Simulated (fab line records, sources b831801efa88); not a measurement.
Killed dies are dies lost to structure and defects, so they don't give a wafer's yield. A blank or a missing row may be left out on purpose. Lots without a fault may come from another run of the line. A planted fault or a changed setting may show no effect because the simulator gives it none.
fab line records | flow gf180mcu
record lots=6 wafers=18 last_day=34
route steps=602 shown VT_IMPLANT@113
lots that met no fault: from a run of the same line without faults
start_h: hours from the record's first day to the start of the lot's first wafer shown | wait_h: hours since the lot's step before | " the same as in the row above | L1.1+2: a row that stands for several wafers | - no value, or no start given | * or withheld: withheld | < > ~ a bound
route shown NAME@n: a module of which the file shows steps, and the number in the route of the first | usual: mean/standard deviation of fault-free wafers | same: alike in all rows | chamber/n: place in a boat | sites: the reading at each site | _std_site: their standard deviation | _edge_site: outer sites' mean less inner sites' | radius_mm: how far each site lies from the wafer's centre | mask NAME#n: copy n | behind: the tool/chamber that last shaped the wafer | hold: why the lot was held/for how many hours/how that ended | device: the transistor (n, p or np) that didn't switch | end of line: the same wafers' tests at the end of the route | a step without rows: its recipe alone | killed: dies lost to structure and defects at the first sort, not the wafer's yield | map: a wafer's dies, x killed, . not, _ none there
set.NAME: the setting as run; set.NAME@STEP: as run at that earlier step | model.NAME: the simulator's own value behind a step, which no gauge read
lots at some steps of the route; a table a step, a row a wafer
services: from which hour (start_h, from the record's first day; less than 0 if before it) a tool's chamber was out of use, for how many hours, and why
## steps
# step GF_VT_IMPLANT_HMDS_23
# recipe prime_time_s=60 prime_temp_c=120
# step GF_VT_IMPLANT_COAT_24
# recipe resist=NOVOLAK spin_rpm=3000 resist_thk_nm=1000
# step GF_VT_IMPLANT_SOFTBAKE_25
# recipe temp_c=90 time_s=60 resist=NOVOLAK
# step GF_VT_IMPLANT_EXPOSE_26
# recipe mask_id=LVPWELL_HV_AREA target_cd_nm=860 na=0.6 source_shape=conventional sigma_outer=0.6 dose_mj=140
# step GF_VT_IMPLANT_PEB_27
# recipe temp_c=withheld time_s=* resist=NOVOLAK
# step GF_VT_IMPLANT_DEVELOP_28
# recipe develop_time_s=60 dev_temp_c=22.51
# step GF_VT_IMPLANT_OVL_MEAS_29
# usual VT_IMPLANT_02_OVL=0.9/1.3
# columns lot.wafer tool chamber start_h wait_h VT_IMPLANT_02_OVL[nm]
L939.4 overlay-02 - 147.85 0.1 2.2
L939.5 " - " " 2.6
L939.6 " - " " 1.2
L944.1 overlay-01 - 179.73 0.1 1.4
L944.2 " - " " 1.7
L944.4 " - " " 3.9
L950.3 overlay-02 - 219.35 0.1 0.3
L950.5 " - " " 1.2
L950.6 " - " " 1.1
L951.1 overlay-02 - 225.09 0.1 -0.3
L951.2 " - " " -1.1
L951.3 " - " " -0.7
L959.1 overlay-01 - 275.65 0.1 1.6
L959.2 " - " " 0.7
L959.4 " - " " 1.5
L960.2 overlay-02 - 281.14 0.1 1.2
L960.4 " - " " 1.3
L960.6 " - " " 1.2
# step GF_VT_IMPLANT_IMPLANT_30
# recipe species=B energy_kev=25 dose_cm2=2.534e+12 tilt_deg=7
# step GF_VT_IMPLANT_STRIP_31
# recipe chemistry=O2/N2 power_w=1400 pressure_mtorr=1500 platen_temp_c=250 o2_flow_sccm=3000 n2_flow_sccm=300 overash_fraction=0.5
# usual drypump_motor_current_A=5.8/0.42 heater_power_w=370/28 oes_product_au=0.717/0.0044 strip_time_to_endpoint_s=12.64/0.036
# columns lot.wafer tool chamber start_h wait_h drypump_motor_current_A heater_power_w oes_product_au rf_hours_counter_h strip_time_to_endpoint_s
L939.4 plasma_asher-03 1 148.05 0.1 5.6 406 0.718 - 12.62
L939.5 " 1 " " 5.6 406 0.715 - 12.61
L939.6 " 0 " " 6.4 378 0.719 - 12.65
L944.1 plasma_asher-03 1 179.92 0.1 5.6 399 0.720 50 12.61
L944.2 " 0 " " 6.4 388 0.719 50 12.62
L944.4 " 0 " " 6.4 377 0.715 - 12.60
L950.3 plasma_asher-03 1 219.56 0.1 5.6 401 0.716 - 12.68
L950.5 " 1 " " 5.6 404 0.720 - 12.70
L950.6 " 0 " " 6.4 382 0.718 - 12.72
L951.1 plasma_asher-03 0 225.27 0.1 6.4 376 0.713 55 12.68
L951.2 " 1 " " 5.6 399 0.720 55 12.64
L951.3 " 0 " " 6.4 373 0.718 - 12.67
L959.1 plasma_asher-01 1 275.84 0.1 5.4 323 0.713 65 12.63
L959.2 " 0 " " 5.8 367 0.713 65 12.67
L959.4 " 0 " " 5.8 364 0.707 - 12.64
L960.2 plasma_asher-03 1 281.32 0.1 5.6 398 0.717 61 12.64
L960.4 " 1 " " 5.6 400 0.714 - 12.68
L960.6 " 0 " " 6.4 376 0.718 - 12.64
# step GF_VT_IMPLANT_TW_MEAS_32
# usual VT_IMPLANT_3_TW=268.4/3
# columns lot.wafer tool chamber start_h wait_h VT_IMPLANT_3_TW
L939.4 film_metro-04 - 148.15 0.1 267.7
L939.5 " - " " 266.9
L939.6 " - " " 267.0
L944.1 film_metro-02 - 180.02 0.1 266.8
L944.2 " - " " 266.0
L944.4 " - " " 265.9
L950.3 film_metro-03 - 219.64 0.1 271.3
L950.5 " - " " 272.8
L950.6 " - " " 271.2
L951.1 film_metro-02 - 225.37 0.1 264.8
L951.2 " - " " 265.0
L951.3 " - " " 265.7
L959.1 film_metro-02 - 275.94 0.1 266.9
L959.2 " - " " 266.0
L959.4 " - " " 267.0
L960.2 film_metro-03 - 281.43 0.1 269.9
L960.4 " - " " 271.0
L960.6 " - " " 270.5
# step GF_VT_IMPLANT_DEHYDRATE_33
# recipe temp_c=200 time_s=60
# step GF_VT_IMPLANT_HMDS_34
# recipe prime_time_s=60 prime_temp_c=120
# step GF_VT_IMPLANT_COAT_35
# recipe resist=NOVOLAK spin_rpm=3000 resist_thk_nm=1000
# usual exhaust_pa=45.1/0.81
# columns lot.wafer tool chamber start_h wait_h exhaust_pa model.NOVOLAK_of_VT_IMPLANT_COAT_35.thk_nm
L939.4 litho_track-03 0 155.38 0.1 45.9 1002
L939.5 " 0 " " 44.4 1001
L939.6 " 0 " " 46.1 1004
L944.1 litho_track-01 0 187.63 0.1 46.1 1005
L944.2 " 0 " " 44.5 1005
L944.4 " 0 " " 44.7 1003
L950.3 litho_track-01 0 227.28 0.1 44.0 976.9
L950.5 " 0 " " 44.2 975.9
L950.6 " 0 " " 44.4 975.5
L951.1 litho_track-01 0 233.68 0.1 44.8 970.4
L951.2 " 0 " " 44.9 970.3
L951.3 " 0 " " 44.7 972.4
L959.1 litho_track-04 0 284.99 0.1 44.7 1001
L959.2 " 0 " " 44.5 1004
L959.4 " 0 " " 44.8 1000
L960.2 litho_track-03 0 290.18 0.1 45.0 993.9
L960.4 " 0 " " 44.9 1002
L960.6 " 0 " " 45.2 997.6
# step GF_VT_IMPLANT_SOFTBAKE_36
# recipe temp_c=90 time_s=60 resist=NOVOLAK
# step GF_VT_IMPLANT_EXPOSE_37
# recipe mask_id=Nwell_HV_AREA target_cd_nm=860 na=0.6 source_shape=conventional sigma_outer=0.6 dose_mj=140
# step GF_VT_IMPLANT_PEB_38
# recipe temp_c=withheld time_s=* resist=NOVOLAK
# step GF_VT_IMPLANT_DEVELOP_39
# recipe develop_time_s=60 dev_temp_c=23
# usual exhaust_pa=45.0/0.88
# columns lot.wafer tool chamber start_h wait_h exhaust_pa model.NOVOLAK_of_VT_IMPLANT_COAT_35.thk_nm
L939.4 litho_track-03 0 163.53 0.1 46.5 1002
L939.5 " 0 " " 45.3 1000
L939.6 " 0 " " 45.1 1003
L944.1 litho_track-04 0 195.59 0.1 43.4 1005
L944.2 " 0 " " 43.3 1005
L944.4 " 0 " " 44.2 1003
L950.3 litho_track-03 0 235.80 0.1 44.9 976.5
L950.5 " 0 " " 44.8 975.5
L950.6 " 0 " " 44.4 975.1
L951.1 litho_track-01 0 242.18 0.1 45.5 970
L951.2 " 0 " " 44.9 969.9
L951.3 " 0 " " 45.2 972
L959.1 litho_track-01 0 294.38 0.1 45.0 1001
L959.2 " 0 " " 45.4 1003
L959.4 " 0 " " 44.6 999.8
L960.2 litho_track-03 0 300.23 0.1 46.1 993.5
L960.4 " 0 " " 45.1 1002
L960.6 " 0 " " 44.4 997.2
# step GF_VT_IMPLANT_OVL_MEAS_40
# usual VT_IMPLANT_03_OVL=0.2/1.5
# columns lot.wafer tool chamber start_h wait_h VT_IMPLANT_03_OVL[nm]
L939.4 overlay-02 - 163.62 0.1 0.0
L939.5 " - " " 0.2
L939.6 " - " " -0.2
L944.1 overlay-01 - 195.74 0.1 -0.9
L944.2 " - " " 2.0
L944.4 " - " " -1.3
L950.3 overlay-01 - 235.92 0.1 1.3
L950.5 " - " " 0.7
L950.6 " - " " 0.5
L951.1 overlay-01 - 242.33 0.1 0.4
L951.2 " - " " 2.9
L951.3 " - " " 0.8
L959.1 overlay-02 - 294.53 0.1 -1.2
L959.2 " - " " -1.5
L959.4 " - " " -1.9
L960.2 overlay-02 - 300.36 0.1 0.2
L960.4 " - " " 1.7
L960.6 " - " " 1.1
# step GF_VT_IMPLANT_IMPLANT_41
# recipe species=As energy_kev=70 dose_cm2=1.013e+12 tilt_deg=7
# step GF_VT_IMPLANT_STRIP_42
# recipe chemistry=O2/N2 power_w=1400 pressure_mtorr=1500 platen_temp_c=250 o2_flow_sccm=3000 n2_flow_sccm=300 overash_fraction=0.5
# usual drypump_motor_current_A=5.7/0.45 heater_power_w=367/28 oes_product_au=0.716/0.0044 strip_time_to_endpoint_s=12.65/0.033
# columns lot.wafer tool chamber start_h wait_h drypump_motor_current_A heater_power_w oes_product_au rf_hours_counter_h strip_time_to_endpoint_s
L939.4 plasma_asher-02 0 163.82 0.1 5.2 330 0.717 - 12.66
L939.5 " 1 " " 5.4 353 0.712 - 12.64
L939.6 " 0 " " 5.2 324 0.726 - 12.67
L944.1 plasma_asher-03 0 195.92 0.1 6.4 376 0.719 52 12.69
L944.2 " 1 " " 5.6 408 0.720 52 12.68
L944.4 " 0 " " 6.4 380 0.716 - 12.68
L950.3 plasma_asher-02 1 236.12 0.1 5.4 353 0.712 - 12.35
L950.5 " 0 " " 5.1 325 0.711 - 12.37
L950.6 " 1 " " 5.4 352 0.717 - 12.35
L951.1 plasma_asher-01 1 242.52 0.1 5.4 324 0.714 61 12.28
L951.2 " 0 " " 5.8 360 0.716 61 12.29
L951.3 " 1 " " 5.4 333 0.716 - 12.31
L959.1 plasma_asher-01 0 294.72 0.1 5.8 365 0.713 67 12.66
L959.2 " 1 " " 5.4 328 0.710 67 12.65
L959.4 " 1 " " 5.4 332 0.713 - 12.62
L960.2 plasma_asher-03 0 300.54 0.1 6.5 380 0.718 62 12.56
L960.4 " 1 " " 5.6 392 0.713 - 12.65
L960.6 " 0 " " 6.4 377 0.717 - 12.60
# step GF_VT_IMPLANT_TW_MEAS_43
# usual VT_IMPLANT_4_TW=694/8.5
# columns lot.wafer tool chamber start_h wait_h VT_IMPLANT_4_TW
L939.4 film_metro-03 - 163.92 0.1 697
L939.5 " - " " 700
L939.6 " - " " 701
L944.1 film_metro-03 - 196.02 0.1 700
L944.2 " - " " 701
L944.4 " - " " 700
L950.3 film_metro-04 - 236.21 0.1 685
L950.5 " - " " 687
L950.6 " - " " 683
L951.1 film_metro-03 - 242.62 0.1 702
L951.2 " - " " 702
L951.3 " - " " 704
L959.1 film_metro-03 - 294.82 0.1 701
L959.2 " - " " 704
L959.4 " - " " 704
L960.2 film_metro-03 - 300.65 0.1 702
L960.4 " - " " 705
L960.6 " - " " 702
## services
# columns tool chamber start_h hours kind
litho_track-01 - 148.40 - consumable_replace:filter
plasma_asher-03 - 158.35 2.8 pm
plasma_asher-01 - 168.96 3.3 repair
plasma_asher-02 - 189.13 3.6 repair
plasma_asher-02 - 236.62 6.8 repair
plasma_asher-02 - 237.89 1.0 repair
## key
first_sign step=GF_VT_IMPLANT_STRIP_42 reading=strip_time_to_endpoint_s direction=down sigmas=10 usual=* struck=*
effect none on later readings
model_effect step=GF_VT_IMPLANT_COAT_35 value=NOVOLAK_of_VT_IMPLANT_COAT_35.thk_nm without=1003 struck=973.6
model_effect step=GF_VT_IMPLANT_DEVELOP_39 value=NOVOLAK_of_VT_IMPLANT_COAT_35.thk_nm without=1002 struck=973.1
met_at GF_VT_IMPLANT_COAT_35
struck_wafers L950.3,L950.5,L950.6,L951.1,L951.2,L951.3
tester_left_out L950,L951
onset_between 187.63 227.28
fault kind=process_parameter_drift tool=litho_track-01 chamber=- onset_h=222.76 steps=GF_VT_IMPLANT_COAT_35 channel=resist_thk_nm offset=* shape=step end_h=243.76 acts_in=* stated=*
# tester_left_out: of these lots the tester's yield and bins aren't shown, on N5 and GAA mostly nor the transistor test; their killed dies are dies lost to structure and defects alone, not to doping, threshold or leakage, so they don't give the yield
